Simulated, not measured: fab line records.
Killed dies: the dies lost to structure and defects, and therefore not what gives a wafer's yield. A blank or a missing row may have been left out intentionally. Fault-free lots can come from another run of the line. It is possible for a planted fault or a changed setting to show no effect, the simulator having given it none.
Which tool was responsible? :: flow gf180mcu :: Sampling: 12 lots, 36 wafers, 4 of 602 route steps

== WHAT EACH GAUGE READ, for each wafer ==
GF_MIM_RS_MEAS_10: a four-point-probe measurement. Usual: for MIM_ALCU_RS the level is 0.1608 ohm/sq and the standard deviation is 0.0019.
lot: L326
measured: day 24 20:04
on: film metro-01
MIM_ALCU_RS (ohm/sq): 0.1613 0.1614 0.1599
flag: 

lot: L327
measured: day 25 07:25
on: film metro-01
MIM_ALCU_RS (ohm/sq): 0.1623 0.1621 0.1623
flag: 

lot: L328
measured: day 25 13:29
on: film metro-03
MIM_ALCU_RS (ohm/sq): 0.1603 0.1590 0.1606
flag: 

lot: L334
measured: day 27 22:50
on: film metro-04
MIM_ALCU_RS (ohm/sq): 0.1626 0.1617 0.1602
flag: 

lot: L333
measured: day 28 00:23
on: film metro-04
MIM_ALCU_RS (ohm/sq): 0.1588 0.1589 0.1600
flag: 

lot: L336
measured: day 28 12:31
on: film metro-04
MIM_ALCU_RS (ohm/sq): 0.1589 0.1618 0.1624
flag: 

lot: L338
measured: day 28 17:47
on: film metro-04
MIM_ALCU_RS (ohm/sq): 0.1581 0.1627 0.1637
flag: 

lot: L339
measured: day 29 04:47
on: film metro-04
MIM_ALCU_RS (ohm/sq): 0.1613 0.1643 0.1618
flag: 

lot: L342
measured: day 30 01:09
on: film metro-01
MIM_ALCU_RS (ohm/sq): 0.1612 0.1618 0.1578
flag: 

lot: L343
measured: day 30 07:35
on: film metro-01
MIM_ALCU_RS (ohm/sq): 0.1598 0.1603 0.1614
flag: 

lot: L344
measured: day 30 09:48
on: film metro-04
MIM_ALCU_RS (ohm/sq): 0.1570 0.1622 0.1615
flag: 

lot: L349
measured: day 31 21:19
on: film metro-03
MIM_ALCU_RS (ohm/sq): 0.1606 0.1606 0.1610
flag: 

GF_M5_CD_MEAS_07: target cd 280 nm. Usual: cd nm reads 280.1 nm (standard deviation 1).
lot: L326
measured: day 26 15:14
on: cd sem-02
cd nm (nm): 280.4 278.9 280.8
flag: 

lot: L327
measured: day 27 02:19
on: cd sem-02
cd nm (nm): 277.7 277.9 277.5
flag: 

lot: L328
measured: day 27 08:34
on: cd sem-02
cd nm (nm): 280.1 279.8 281.4
flag: 

lot: L334
measured: day 29 14:19
on: cd sem-01
cd nm (nm): 279.6 279.9 278.0
flag: 

lot: L333
measured: day 29 15:42
on: cd sem-02
cd nm (nm): 279.4 280.8 279.4
flag: 

lot: L336
measured: day 30 02:55
on: cd sem-02
cd nm (nm): 280.8 279.3 279.6
flag: 

lot: L338
measured: day 30 06:40
on: cd sem-01
cd nm (nm): 280.0 280.2 280.2
flag: 

lot: L339
measured: day 30 18:45
on: cd sem-02
cd nm (nm): 280.1 279.6 278.5
flag: 

lot: L342
measured: day 31 14:22
on: cd sem-02
cd nm (nm): 280.3 280.5 280.2
flag: 

lot: L343
measured: day 31 19:02
on: cd sem-01
cd nm (nm): 281.6 280.4 280.5
flag: 

lot: L344
measured: day 31 21:56
on: cd sem-01
cd nm (nm): 280.4 279.9 279.6
flag: 

lot: L349
measured: day 33 07:35
on: cd sem-01
cd nm (nm): 280.6 279.2 279.8
flag: 

== WHAT TOOL EACH LOT RAN ON (gives the tool, then ch and the chambers of the sampled wafers, and finally the start) ==
lot: L326
GF_V4_STRIP_18: plasma asher-01 ch 0,1, day 24 17:12
GF_MIM_STRIP_20: plasma asher-03 ch 0,1, day 25 17:23

lot: L327
GF_V4_STRIP_18: plasma asher-03 ch 0,1, day 25 05:42
GF_MIM_STRIP_20: plasma asher-02 ch 0,1, day 26 04:56

lot: L328
GF_V4_STRIP_18: plasma asher-02 ch 1, day 25 11:51
GF_MIM_STRIP_20: plasma asher-04 ch 0, day 26 11:14

lot: L334
GF_V4_STRIP_18: plasma asher-01 ch 0,1, day 27 21:12
GF_MIM_STRIP_20: plasma asher-02 ch 0,1, day 28 18:56

lot: L333
GF_V4_STRIP_18: plasma asher-03 ch 0,1, day 27 22:45
GF_MIM_STRIP_20: plasma asher-04 ch 0,1, day 28 19:59

lot: L336
GF_V4_STRIP_18: plasma asher-03 ch 0,1, day 28 10:51
GF_MIM_STRIP_20: plasma asher-02 ch 0,1, day 29 07:25

lot: L338
GF_V4_STRIP_18: plasma asher-03 ch 1, day 28 15:51
GF_MIM_STRIP_20: plasma asher-02 ch 0,1, day 29 12:04

lot: L339
GF_V4_STRIP_18: plasma asher-03 ch 0,1, day 29 03:05
GF_MIM_STRIP_20: plasma asher-02 ch 0,1, day 29 23:46

lot: L342
GF_V4_STRIP_18: plasma asher-03 ch 0,1, day 29 23:30
GF_MIM_STRIP_20: plasma asher-02 ch 0,1, day 30 20:05

lot: L343
GF_V4_STRIP_18: plasma asher-03 ch 0,1, day 30 05:50
GF_MIM_STRIP_20: plasma asher-04 ch 0,1, day 31 01:16

lot: L344
GF_V4_STRIP_18: plasma asher-03 ch 0,1, day 30 08:03
GF_MIM_STRIP_20: plasma asher-04 ch 0,1, day 31 03:47

lot: L349
GF_V4_STRIP_18: plasma asher-01 ch 0,1, day 31 19:39
GF_MIM_STRIP_20: plasma asher-03 ch 0,1, day 32 14:29
- GF_V4_STRIP_18: strips in O2/N2.
- GF_MIM_STRIP_20: strips in O2/N2.

== WHAT THE TOOLS THEMSELVES READ (means of the sampled wafers that have a number; where no wafer has one, the mark that the record gives instead) ==
GF_V4_STRIP_18. Usual: drypump motor current A 6.0 A, standard deviation 0.49; heater power w 327 W, standard deviation 38; oes product au 0.592 a.u., standard deviation 0.0051; platen temp c 249.99 C, standard deviation 0.16.
lot: L326
tool: plasma asher-01
drypump motor current A (A): 5.7
heater power w (W): 341
oes product au (a.u.): 0.600
platen temp c (C): 250.00
flag: 

lot: L327
tool: plasma asher-03
drypump motor current A (A): 6.3
heater power w (W): 317
oes product au (a.u.): 0.591
platen temp c (C): 250.06
flag: 

lot: L328
tool: plasma asher-02
drypump motor current A (A): 6.5
heater power w (W): 280
oes product au (a.u.): 0.588
platen temp c (C): 250.07
flag: 

lot: L334
tool: plasma asher-01
drypump motor current A (A): 6.1
heater power w (W): 356
oes product au (a.u.): 0.591
platen temp c (C): 250.00
flag: 

lot: L333
tool: plasma asher-03
drypump motor current A (A): 6.3
heater power w (W): 312
oes product au (a.u.): 0.591
platen temp c (C): 250.11
flag: 

lot: L336
tool: plasma asher-03
drypump motor current A (A): 6.3
heater power w (W): 311
oes product au (a.u.): 0.595
platen temp c (C): 249.89
flag: 

lot: L338
tool: plasma asher-03
drypump motor current A (A): 5.7
heater power w (W): 370
oes product au (a.u.): 0.592
platen temp c (C): 249.99
flag: 

lot: L339
tool: plasma asher-03
drypump motor current A (A): 6.3
heater power w (W): 315
oes product au (a.u.): 0.589
platen temp c (C): 249.80
flag: 

lot: L342
tool: plasma asher-03
drypump motor current A (A): 6.0
heater power w (W): 345
oes product au (a.u.): 0.592
platen temp c (C): 250.03
flag: 

lot: L343
tool: plasma asher-03
drypump motor current A (A): 6.3
heater power w (W): 318
oes product au (a.u.): 0.592
platen temp c (C): 250.16
flag: 

lot: L344
tool: plasma asher-03
drypump motor current A (A): 6.0
heater power w (W): 344
oes product au (a.u.): 0.588
platen temp c (C): 249.89
flag: 

lot: L349
tool: plasma asher-01
drypump motor current A (A): 6.1
heater power w (W): 360
oes product au (a.u.): 0.592
platen temp c (C): 250.15
flag: 

GF_MIM_STRIP_20. Usual: drypump motor current A 6.1 A, standard deviation 0.35; heater power w 325 W, standard deviation 34; oes product au 0.690 a.u., standard deviation 0.005; platen temp c 250.01 C, standard deviation 0.17; strip time to endpoint s 11.19 s, standard deviation 0.041.
lot: L326
tool: plasma asher-03
drypump motor current A (A): 6.0
heater power w (W): 349
oes product au (a.u.): 0.689
platen temp c (C): 250.08
strip time to endpoint s (s): 11.16
flag: 

lot: L327
tool: plasma asher-02
drypump motor current A (A): 6.0
heater power w (W): 295
oes product au (a.u.): 0.693
platen temp c (C): 250.11
strip time to endpoint s (s): 11.25
flag: 

lot: L328
tool: plasma asher-04
drypump motor current A (A): 5.7
heater power w (W): 357
oes product au (a.u.): 0.688
platen temp c (C): 249.90
strip time to endpoint s (s): 11.19
flag: 

lot: L334
tool: plasma asher-02
drypump motor current A (A): 6.2
heater power w (W): 292
oes product au (a.u.): 0.696
platen temp c (C): 250.10
strip time to endpoint s (s): 11.20
flag: 

lot: L333
tool: plasma asher-04
drypump motor current A (A): 5.9
heater power w (W): 348
oes product au (a.u.): 0.694
platen temp c (C): 250.10
strip time to endpoint s (s): 11.19
flag: 

lot: L336
tool: plasma asher-02
drypump motor current A (A): 6.3
heater power w (W): 292
oes product au (a.u.): 0.692
platen temp c (C): 250.00
strip time to endpoint s (s): 11.15
flag: 

lot: L338
tool: plasma asher-02
drypump motor current A (A): 6.0
heater power w (W): 300
oes product au (a.u.): 0.696
platen temp c (C): 250.07
strip time to endpoint s (s): 11.24
flag: 

lot: L339
tool: plasma asher-02
drypump motor current A (A): 6.0
heater power w (W): 298
oes product au (a.u.): 0.684
platen temp c (C): 250.26
strip time to endpoint s (s): 11.17
flag: 

lot: L342
tool: plasma asher-02
drypump motor current A (A): 6.3
heater power w (W): 294
oes product au (a.u.): 0.688
platen temp c (C): 250.11
strip time to endpoint s (s): 11.21
flag: 

lot: L343
tool: plasma asher-04
drypump motor current A (A): 5.9
heater power w (W): 347
oes product au (a.u.): 0.693
platen temp c (C): 250.03
strip time to endpoint s (s): 11.22
flag: 

lot: L344
tool: plasma asher-04
drypump motor current A (A): 5.9
heater power w (W): 342
oes product au (a.u.): 0.688
platen temp c (C): 249.95
strip time to endpoint s (s): 11.18
flag: 

lot: L349
tool: plasma asher-03
drypump motor current A (A): 6.3
heater power w (W): 314
oes product au (a.u.): 0.694
platen temp c (C): 250.06
strip time to endpoint s (s): 11.22
flag: 

== THE ANSWER, worked out from the rows above alone ==
Rule: take the mean of a lot's wafers that have a number; if it is more than 3 standard deviations from the usual mean, the lot is off. A lot without any number at a reading at which 4 lots or more have one is off too. All remaining lots with rows at the step are treated as sound. Order of review: gauges by route order, followed by the tools' own readings, for which a lot's mean as printed above is used. At the first step where some lot is off, the reading lying furthest off is the one used; lots without a number count as furthest.
Nothing can be told from this: no lot is off at any reading shown.

== WHAT THE SIMULATOR HAD PUT IN ==
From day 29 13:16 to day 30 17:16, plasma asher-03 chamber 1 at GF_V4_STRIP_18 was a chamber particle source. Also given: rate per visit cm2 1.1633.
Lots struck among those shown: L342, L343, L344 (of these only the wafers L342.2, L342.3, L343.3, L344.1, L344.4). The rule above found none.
